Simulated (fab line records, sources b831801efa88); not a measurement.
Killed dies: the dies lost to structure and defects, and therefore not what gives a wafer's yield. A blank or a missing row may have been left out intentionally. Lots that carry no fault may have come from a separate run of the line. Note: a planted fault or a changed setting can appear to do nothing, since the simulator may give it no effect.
fab line records    flow sfqLine
[record] lots = 5  wafers = 15  lastDay = 83
route steps=325 shown L0@9 L0V@16
lots that met no fault: taken from a fault-free run of the same line
startH: hours from the record's opening day to when the first of the lot's shown wafers began    waitH: hours from the lot's prior step to this one    " same as the row above    L1.1+2: a row that stands for several wafers    - no value present, or no start provided    * or withheld: withheld    < > ~ a bound
route shown NAME@n: a module of which the file shows steps, and the number in the route of the first    usual: mean and standard deviation over wafers with no fault    same: alike in all rows    chamber/n: place in a boat    sites: per-site readings    _std_site: the standard deviation of these    _edge_site: mean of outer sites minus mean of inner sites    radiusMm: how far each site lies from the wafer's centre    mask NAME#n: copy n    behind: the last tool/chamber to shape the wafer    hold: the reason the lot was held/the length of the hold in hours/how it ended    device: the transistor (n, p or np) that didn't switch    end of line: tests of these same wafers at the route's end    a step without rows: its recipe alone    killed: dies that structure and defects cost at the first sort, which is not the same as the wafer's yield    map: shows each die of a wafer: x if killed, . if not, _ if none is there
set.NAME: the setting the step ran with; set.NAME@STEP: the setting that earlier step ran with    model.NAME: the simulator's own value behind a step, which no gauge read
lots at selected steps of the route; one table per step, one row per wafer
services: when a tool's chamber went out of use (startH, in hours from the record's first day, below 0 if earlier), for how many hours, and the reason
[[steps]]
[step SFQ_TRILAYER_L0_LITHO_EXPOSE_006]
[recipe] maskId = L0  na = 0.6  sourceShape = conventional  sigmaOuter = 0.65  targetCdNm = 2000  doseMj = 14.4
[step SFQ_TRILAYER_L0_LITHO_PEB_008]
[recipe] pebTempC = 115  pebTimeS = 60  resist = KrF
[step SFQ_TRILAYER_L0_LITHO_DEVELOP_007]
[recipe] timeS = 60  resist = KrF
[step SFQ_TRILAYER_L0_BARC_OPEN_METAL_ETCH_010]
[recipe] maskMaterial = PR  chemistry = O2  targetDepthNm = 125  target = BARC  icpW = 600  biasW = 80  pressureMtorr = 10  timeS = 41.7
[usual] drypumpMotorCurrentA = 5.43/0.29  oesProductAu = 0.685/0.0046  rfFwdPowerW = 594.9/2.2
[same] timeS = 41.7
lot.wafer  tool         chamber  startH  waitH  drypumpMotorCurrentA  oesProductAu  rfFwdPowerW  rfHoursCounterH
L245.1     rieMetal-02  0        91.03   0.1    5.64                  0.682         588.1        186
L245.4     "            0        "       "      5.63                  0.688         588.4        -
L245.5     "            1        "       "      5.90                  0.689         599.6        -
L251.1     rieMetal-03  0        121.03  0.1    5.03                  0.688         596.9        172
L251.3     "            1        "       "      5.68                  0.678         597.3        -
L251.4     "            0        "       "      5.01                  0.677         596.0        -
L253.1     rieMetal-03  1        130.63  0.1    5.68                  0.690         594.8        167
L253.3     "            0        "       "      5.01                  0.691         593.4        -
L253.4     "            1        "       "      5.70                  0.691         593.6        -
L262.2     rieMetal-04  1        197.73  0.1    5.18                  0.687         594.5        13
L262.3     "            0        "       "      5.49                  0.688         593.6        -
L262.5     "            0        "       "      5.51                  0.693         593.7        -
L266.2     rieMetal-03  1        226.55  0.1    5.66                  0.684         594.6        -
L266.4     "            1        "       "      5.67                  0.683         594.7        -
L266.6     "            1        "       "      5.66                  0.686         594.8        -
[step SFQ_TRILAYER_L0_ETCH_METAL_ETCH_008]
[recipe] target = MoNx_KI  stopOn = SiO2  maskMaterial = PR  chemistry = SF6/O2  targetDepthNm = 50  icpW = 600  biasW = 80  pressureMtorr = 10  timeS = 25
[usual] drypumpMotorCurrentA = 5.42/0.29  oesProductAu = 0.874/0.0081  rfFwdPowerW = 593.5/2.5
[same] timeS = 25
lot.wafer  tool         chamber  startH  waitH  drypumpMotorCurrentA  oesProductAu  rfFwdPowerW  rfHoursCounterH
L245.1     rieMetal-02  0        91.09   0.0    5.65                  0.869         585.1        186
L245.4     "            0        "       "      5.64                  0.868         589.5        -
L245.5     "            1        "       "      5.89                  0.878         590.8        -
L251.1     rieMetal-03  0        121.09  0.0    5.00                  0.861         595.6        172
L251.3     "            1        "       "      5.67                  0.873         594.6        -
L251.4     "            0        "       "      5.01                  0.871         596.3        -
L253.1     rieMetal-03  1        130.69  0.0    5.67                  0.860         590.6        167
L253.3     "            0        "       "      5.02                  0.866         591.7        -
L253.4     "            1        "       "      5.63                  0.855         592.0        -
L262.2     rieMetal-04  1        197.79  0.0    5.20                  0.880         594.0        13
L262.3     "            0        "       "      5.49                  0.878         594.9        -
L262.5     "            0        "       "      5.49                  0.879         593.5        -
L266.2     rieMetal-03  1        226.66  0.1    5.70                  0.875         595.4        -
L266.4     "            1        "       "      5.69                  0.859         597.1        -
L266.6     "            1        "       "      5.68                  0.884         597.2        -
[step SFQ_TRILAYER_L0_STRIP_STRIP_009]
[recipe] gas = O2  powerW = 200  platenTempC = 40  overashFraction = 0.65  chemistry = O2  pressureMtorr = 50
[usual] drypumpMotorCurrentA = 5.43/0.29  oesProductAu = 1.006/0.013
[same] overashFraction = 0.65
lot.wafer  tool         chamber  startH  waitH  drypumpMotorCurrentA  oesProductAu  rfHoursCounterH
L245.1     rieMetal-02  0        91.13   0.0    5.67                  1.006         186
L245.4     "            0        "       "      5.65                  1.021         -
L245.5     "            1        "       "      5.89                  0.993         -
L251.1     rieMetal-03  0        121.13  0.0    5.00                  1.009         172
L251.3     "            1        "       "      5.67                  0.992         -
L251.4     "            0        "       "      5.02                  1.017         -
L253.1     rieMetal-03  1        130.73  0.0    5.66                  0.984         167
L253.3     "            0        "       "      5.02                  1.015         -
L253.4     "            1        "       "      5.70                  0.992         -
L262.2     rieMetal-04  1        197.83  0.0    5.18                  1.026         13
L262.3     "            0        "       "      5.51                  1.021         -
L262.5     "            0        "       "      5.50                  1.029         -
L266.2     rieMetal-03  1        226.94  0.3    5.67                  1.013         -
L266.4     "            1        "       "      5.67                  1.005         -
L266.6     "            1        "       "      5.67                  1.008         -
[step SFQ_TRILAYER_L0_STRIP_SOLV_CLEAN_010]
[recipe] chemistry = NMP  tempC = 70  timeS = 600
[step SFQ_TRILAYER_L0_CAP_PECVD_011]
[recipe] material = SiO2  tempC = 150  timeS = 13.333  pressureTorr = 2.4  rfW = 183.3  precursor = SiH4/N2O  targetThkNm = 60
[usual] heaterPowerW = 93/16  rfFwdPowerW = 180.3/0.71  throttleValvePct = 24.1/1.2
[same] timeS = 13.333
lot.wafer  tool      chamber  startH  waitH  heaterPowerW  rfFwdPowerW  throttleValvePct
L245.1     pecvd-01  2        91.91   0.0    84            180.4        25.3
L245.4     "         2        "       "      85            180.9        25.1
L245.5     "         1        "       "      109           179.9        25.8
L251.1     pecvd-04  1        121.91  0.0    112           180.5        23.1
L251.3     "         2        "       "      97            180.9        23.7
L251.4     "         0        "       "      97            179.6        22.7
L253.1     pecvd-01  1        131.51  0.0    119           180.4        25.9
L253.3     "         2        "       "      75            180.5        25.2
L253.4     "         2        "       "      76            181.4        25.3
L262.2     pecvd-01  1        198.61  0.0    126           180.5        25.8
L262.3     "         2        "       "      81            181.1        25.3
L262.5     "         0        "       "      73            179.7        25.1
L266.2     pecvd-04  1        228.11  0.0    113           180.0        23.5
L266.4     "         1        "       "      111           180.2        23.3
L266.6     "         2        "       "      106           181.4        23.7
[step SFQ_TRILAYER_L0_VIA_LITHO_COAT_018]
[recipe] resist = BARC  spinRpm = 3000  resistThkNm = 62
[step SFQ_TRILAYER_L0_VIA_LITHO_COAT_013]
[recipe] resist = KrF  spinRpm = 3000  resistThkNm = 650
[step SFQ_TRILAYER_L0_VIA_LITHO_SOFTBAKE_017]
[recipe] tempC = withheld  timeS = withheld  resist = KrF
[step SFQ_TRILAYER_L0_VIA_LITHO_EXPOSE_014]
[recipe] maskId = L0V  na = 0.6  sourceShape = conventional  sigmaOuter = 0.65  targetCdNm = 700  doseMj = 21.3
[step SFQ_TRILAYER_L0_VIA_LITHO_PEB_016]
[recipe] pebTempC = 115  pebTimeS = 60  resist = KrF
[usual] plateTempC = 115.02/0.13
lot.wafer  tool           chamber  startH  waitH  plateTempC
L245.1     lithoTrack-04  0        171.13  1.0    115.17
L245.4     "              0        "       "      115.08
L245.5     "              0        "       "      114.99
L251.1     lithoTrack-04  0        221.43  1.0    115.07
L251.3     "              0        "       "      114.99
L251.4     "              0        "       "      115.03
L253.1     lithoTrack-03  0        231.03  1.0    115.09
L253.3     "              0        "       "      115.09
L253.4     "              0        "       "      115.01
L262.2     lithoTrack-04  0        297.21  0.8    114.65
L262.3     "              0        "       "      114.81
L262.5     "              0        "       "      114.98
L266.2     lithoTrack-02  0        326.72  0.8    114.97
L266.4     "              0        "       "      115.03
L266.6     "              0        "       "      115.08
[step SFQ_TRILAYER_L0_VIA_LITHO_DEVELOP_015]
[recipe] timeS = 60  resist = KrF
[step SFQ_L0V_OVL_MEAS_903]
[usual] L0V_OVL = 1/6.3
lot.wafer  tool        chamber  startH  waitH  L0V_OVL[nm]
L245.1     overlay-01  -        171.43  0.1    -4
L245.4     "           -        "       "      -8
L245.5     "           -        "       "      -3
L251.1     overlay-02  -        221.73  0.1    -8
L251.3     "           -        "       "      -6
L251.4     "           -        "       "      -7
L253.1     overlay-01  -        231.33  0.1    10
L253.3     "           -        "       "      7
L253.4     "           -        "       "      1
L262.2     overlay-02  -        297.49  0.1    8
L262.3     "           -        "       "      0
L262.5     "           -        "       "      0
L266.2     overlay-02  -        327.00  0.1    2
L266.4     "           -        "       "      2
L266.6     "           -        "       "      -5
[step SFQ_TRILAYER_L0_VIA_BARC_OPEN_VIA_ETCH_021]
[recipe] maskMaterial = PR  chemistry = O2  targetDepthNm = 125  target = BARC  sourceW = 500  biasW = 80  pressureMtorr = 30  timeS = 41.7
[usual] drypumpMotorCurrentA = 5.8/0.35  oesProductAu = 0.685/0.0047  rfFwdPowerW = 495.6/1.9
[same] timeS = 41.7
lot.wafer  tool        chamber  startH  waitH  drypumpMotorCurrentA  oesProductAu  rfFwdPowerW  rfHoursCounterH  model.L0V.cdNm
L245.1     rieDiel-03  2        171.46  0.0    5.7                   0.684         495.2        0                697.9
L245.4     "           1        "       "      6.7                   0.690         497.5        98               701.2
L245.5     "           3        "       "      5.2                   0.684         493.6        -                697.7
L251.1     rieDiel-01  1        221.76  0.0    5.4                   0.687         494.8        54               703.2
L251.3     "           3        "       "      5.9                   0.691         493.2        21               702.9
L251.4     "           3        "       "      5.9                   0.680         493.3        -                702.7
L253.1     rieDiel-04  1        231.36  0.0    6.0                   0.684         496.1        5                700.6
L253.3     "           3        "       "      5.6                   0.685         494.9        104              700.5
L253.4     "           0        "       "      5.2                   0.671         496.0        45               701.6
L262.2     rieDiel-03  2        297.52  0.0    5.7                   0.682         497.8        2                702.8
L262.3     "           1        "       "      6.7                   0.678         497.9        100              700.1
L262.5     "           1        "       "      6.7                   0.686         498.0        -                704.5
L266.2     rieDiel-01  1        327.03  0.0    5.4                   0.684         495.4        55               699.6
L266.4     "           2        "       "      6.0                   0.679         497.3        129              698.1
L266.6     "           1        "       "      5.4                   0.690         499.0        -                700.8
[step SFQ_TRILAYER_L0_VIA_ETCH_VIA_ETCH_016]
[recipe] target = SiO2  stopOn = MoNx_KI  maskMaterial = PR  chemistry = CHF3  targetDepthNm = 80  sourceW = 500  biasW = 80  pressureMtorr = 30  timeS = withheld
[usual] drypumpMotorCurrentA = 5.8/0.35  oesProductAu = 0.841/0.0078  rfFwdPowerW = 496.0/1.8
lot.wafer  tool        chamber  startH  waitH  drypumpMotorCurrentA  oesProductAu  rfFwdPowerW  model.L0V.cdNm
L245.1     rieDiel-03  2        171.50  0.0    5.7                   0.834         493.2        697.2
L245.4     "           1        "       "      6.7                   0.839         497.6        700.9
L245.5     "           3        "       "      5.3                   0.836         493.2        696.8
L251.1     rieDiel-01  1        221.80  0.0    5.4                   0.838         495.7        702.5
L251.3     "           3        "       "      6.0                   0.831         495.9        702.9
L251.4     "           3        "       "      6.0                   0.832         494.4        702.9
L253.1     rieDiel-04  1        231.40  0.0    6.0                   0.845         497.5        700.7
L253.3     "           3        "       "      5.6                   0.836         495.0        700.1
L253.4     "           0        "       "      5.1                   0.834         498.6        699.9
L262.2     rieDiel-03  2        297.56  0.0    5.7                   0.831         497.4        701.9
L262.3     "           1        "       "      6.8                   0.838         494.6        700.1
L262.5     "           1        "       "      6.7                   0.859         497.3        704.3
L266.2     rieDiel-01  1        327.07  0.0    5.4                   0.846         490.9        699
L266.4     "           2        "       "      6.1                   0.859         496.5        698.4
L266.6     "           1        "       "      5.4                   0.843         495.1        700
[step SFQ_TRILAYER_L0_VIA_STRIP_STRIP_017]
[recipe] gas = O2  powerW = 200  platenTempC = 40  overashFraction = 0.65  chemistry = O2  pressureMtorr = 50
[usual] drypumpMotorCurrentA = 5.6/0.37  oesProductAu = 0.993/0.015
[same] overashFraction = 0.65
lot.wafer  tool         chamber  startH  waitH  drypumpMotorCurrentA  oesProductAu  rfHoursCounterH
L245.1     rieMetal-02  0        171.55  -      5.6                   0.998         198
L245.4     "            0        "       "      5.6                   1.002         -
L245.5     "            0        "       "      5.7                   1.002         -
L251.1     rieMetal-01  0        221.85  -      5.3                   0.968         89
L251.3     "            0        "       "      5.3                   0.965         -
L251.4     "            1        "       "      6.1                   1.006         -
L253.1     rieMetal-01  0        231.45  -      5.3                   0.982         91
L253.3     "            0        "       "      5.3                   0.978         -
L253.4     "            1        "       "      6.0                   1.000         -
L262.2     rieMetal-01  0        297.81  -      5.3                   0.985         -
L262.3     "            0        "       "      5.3                   0.973         -
L262.5     "            0        "       "      5.3                   0.991         -
L266.2     rieMetal-02  0        327.12  -      5.6                   0.986         25
L266.4     "            0        "       "      5.6                   0.989         -
L266.6     "            1        "       "      5.9                   1.000         -
[[services]]
tool         chamber  startH  hours  kind
rieDiel-03   1        78.65   8.7    repair
rieDiel-01   1        83.97   10.3   repair
rieMetal-02  -        94.58   10.0   pm
pecvd-01     1        106.02  6.0    repair
rieMetal-04  1        115.64  6.3    repair
pecvd-04     0        124.30  5.2    repair
pecvd-04     -        128.36  9.3    repair
rieMetal-03  -        151.01  0.2    repair
rieDiel-04   0        161.52  20.5   repair
rieDiel-01   0        203.65  8.6    repair
rieDiel-01   2        206.35  21.2   repair
rieDiel-04   1        210.80  6.2    repair
rieDiel-04   0        213.55  3.0    repair
rieMetal-02  1        214.58  39.9   repair
rieMetal-03  1        242.45  19.5   repair
rieDiel-04   0        245.86  4.0    repair
rieDiel-03   0        246.31  6.7    repair
rieDiel-04   0        277.95  7.9    repair
rieMetal-01  0        279.19  10.5   repair
rieMetal-03  -        284.16  3.1    repair
pecvd-01     -        290.83  2.8    pm
rieDiel-01   -        292.60  0.1    repair
rieMetal-04  0        296.73  3.4    repair
rieDiel-03   2        307.62  3.7    repair
[[key]]
firstSign none at tools or gauges
[modelEffect] step = SFQ_TRILAYER_L0_VIA_BARC_OPEN_VIA_ETCH_021  value = L0V.cdNm  without = 699.5  struck = 703.6
[modelEffect] step = SFQ_TRILAYER_L0_VIA_ETCH_VIA_ETCH_016  value = L0V.cdNm  without = 698.9  struck = 703.1
metAt SFQ_TRILAYER_L0_VIA_LITHO_PEB_016
struckWafers L262.2,L262.5
onsetBetween 221.43 297.21
[fault] kind = processParameterDrift  tool = lithoTrack-04  chamber = -  onsetH = 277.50  steps = SFQ_TRILAYER_L0_VIA_LITHO_PEB_016  channel = pebTimeS  offset = *  shape = step  endH = 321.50  scope = struckWafersOnly  actsIn = *  stated = *
